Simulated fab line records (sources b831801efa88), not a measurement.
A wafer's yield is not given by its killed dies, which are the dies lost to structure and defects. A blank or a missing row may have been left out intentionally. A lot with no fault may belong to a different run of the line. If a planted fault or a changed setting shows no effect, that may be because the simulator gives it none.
What tool caused it? || flow gf180mcu || 36 wafers from 12 lots sampled at 2 of the route's 602 steps

WHAT EACH GAUGE READ, for each wafer
GF_CONTACT_OVL_MEAS_15. Usual: for CONTACT_OVL the level is -1 nm and the standard deviation is 4.5.
{"lot": "L261", "measured": "day 16 01:44", "on": "overlay-02", "CONTACT_OVL (nm)": "0 -5 -4", "flag": ""}
{"lot": "L263", "measured": "day 16 15:33", "on": "overlay-01", "CONTACT_OVL (nm)": "-6 -3 -5", "flag": ""}
{"lot": "L266", "measured": "day 18 04:38", "on": "overlay-02", "CONTACT_OVL (nm)": "1 -3 -1", "flag": ""}
{"lot": "L268", "measured": "day 18 18:39", "on": "overlay-02", "CONTACT_OVL (nm)": "-6 -1 -2", "flag": ""}
{"lot": "L269", "measured": "day 19 05:08", "on": "overlay-01", "CONTACT_OVL (nm)": "1 -6 -4", "flag": ""}
{"lot": "L272", "measured": "day 20 13:38", "on": "overlay-02", "CONTACT_OVL (nm)": "0 6 3", "flag": ""}
{"lot": "L273", "measured": "day 20 22:03", "on": "overlay-02", "CONTACT_OVL (nm)": "8 -4 3", "flag": ""}
{"lot": "L279", "measured": "day 22 16:34", "on": "overlay-02", "CONTACT_OVL (nm)": "-4 -1 -4", "flag": ""}
{"lot": "L280", "measured": "day 22 22:56", "on": "overlay-02", "CONTACT_OVL (nm)": "4 -6 2", "flag": ""}
{"lot": "L282", "measured": "day 23 15:26", "on": "overlay-01", "CONTACT_OVL (nm)": "3 -6 1", "flag": ""}
{"lot": "L283", "measured": "day 23 20:16", "on": "overlay-01", "CONTACT_OVL (nm)": "-5 2 3", "flag": ""}
{"lot": "L284", "measured": "day 24 07:41", "on": "overlay-01", "CONTACT_OVL (nm)": "-3 1 4", "flag": ""}

WHICH TOOL RAN EACH LOT (tool, then ch and the chambers of the sampled wafers, then the start)
{"lot": "L261", "GF_CONTACT_CMP_04": "cmp-02 ch 1,2,3, day 15 02:58"}
{"lot": "L263", "GF_CONTACT_CMP_04": "cmp-02 ch 0,1,3, day 15 16:47"}
{"lot": "L266", "GF_CONTACT_CMP_04": "cmp-01 ch 2,3, day 17 05:05"}
{"lot": "L268", "GF_CONTACT_CMP_04": "cmp-01 ch 1,2,3, day 17 18:22"}
{"lot": "L269", "GF_CONTACT_CMP_04": "cmp-01 ch 2,3, day 18 04:36"}
{"lot": "L272", "GF_CONTACT_CMP_04": "cmp-01 ch 0,1,3, day 19 13:09"}
{"lot": "L273", "GF_CONTACT_CMP_04": "cmp-01 ch 1,2, day 19 20:56"}
{"lot": "L279", "GF_CONTACT_CMP_04": "cmp-02 ch 1,2,3, day 21 16:26"}
{"lot": "L280", "GF_CONTACT_CMP_04": "cmp-01 ch 0,1,2, day 21 23:10"}
{"lot": "L282", "GF_CONTACT_CMP_04": "cmp-01 ch 0,2,3, day 22 16:02"}
{"lot": "L283", "GF_CONTACT_CMP_04": "cmp-01 ch 0,1,2, day 22 21:35"}
{"lot": "L284", "GF_CONTACT_CMP_04": "cmp-02 ch 0,2,3, day 23 08:59"}
- GF_CONTACT_CMP_04: polishes SiO2.

WHAT THE TOOLS THEMSELVES READ (means of the sampled wafers that have a number; where no wafer has one, the mark that the record gives instead)
GF_CONTACT_CMP_04. Usual: edgeZonePressureFrac 1.000, standard deviation 0.0047; motorCurrentA 12.8 A, standard deviation 1.4; timeToEndpointS 111 s, standard deviation 7.6.
{"lot": "L261", "tool": "cmp-02", "edgeZonePressureFrac": 1.000, "motorCurrentA (A)": 12.9, "timeToEndpointS (s)": 111, "flag": ""}
{"lot": "L263", "tool": "cmp-02", "edgeZonePressureFrac": 1.007, "motorCurrentA (A)": 11.9, "timeToEndpointS (s)": 111, "flag": ""}
{"lot": "L266", "tool": "cmp-01", "edgeZonePressureFrac": 1.006, "motorCurrentA (A)": 13.4, "timeToEndpointS (s)": 106, "flag": ""}
{"lot": "L268", "tool": "cmp-01", "edgeZonePressureFrac": 0.996, "motorCurrentA (A)": 13.4, "timeToEndpointS (s)": 115, "flag": ""}
{"lot": "L269", "tool": "cmp-01", "edgeZonePressureFrac": 1.001, "motorCurrentA (A)": 14.3, "timeToEndpointS (s)": 116, "flag": ""}
{"lot": "L272", "tool": "cmp-01", "edgeZonePressureFrac": 1.000, "motorCurrentA (A)": 13.5, "timeToEndpointS (s)": 113, "flag": ""}
{"lot": "L273", "tool": "cmp-01", "edgeZonePressureFrac": 0.999, "motorCurrentA (A)": 11.9, "timeToEndpointS (s)": 112, "flag": ""}
{"lot": "L279", "tool": "cmp-02", "edgeZonePressureFrac": 0.995, "motorCurrentA (A)": 12.7, "timeToEndpointS (s)": 112, "flag": ""}
{"lot": "L280", "tool": "cmp-01", "edgeZonePressureFrac": 1.000, "motorCurrentA (A)": 11.8, "timeToEndpointS (s)": 109, "flag": ""}
{"lot": "L282", "tool": "cmp-01", "edgeZonePressureFrac": 1.001, "motorCurrentA (A)": 13.2, "timeToEndpointS (s)": 112, "flag": ""}
{"lot": "L283", "tool": "cmp-01", "edgeZonePressureFrac": 1.007, "motorCurrentA (A)": 12.0, "timeToEndpointS (s)": 111, "flag": ""}
{"lot": "L284", "tool": "cmp-02", "edgeZonePressureFrac": 1.001, "motorCurrentA (A)": 12.8, "timeToEndpointS (s)": 114, "flag": ""}

THE ANSWER, worked out from the rows above alone
Rule: a lot is off if the mean of its wafers that have a number lies more than 3 standard deviations from the usual mean. A lot without any number at a reading at which 4 lots or more have one is off too. Any other lot the step has rows for is counted as sound. First the gauges in route order, then the tools' own readings, where a lot's mean is used as printed above. The first step at which some lot is off is used, and at that step the reading that is off furthest; a lot without a number counts as furthest.
No lot is off at any reading shown: from this, nothing can be told.

WHAT THE SIMULATOR PUT IN
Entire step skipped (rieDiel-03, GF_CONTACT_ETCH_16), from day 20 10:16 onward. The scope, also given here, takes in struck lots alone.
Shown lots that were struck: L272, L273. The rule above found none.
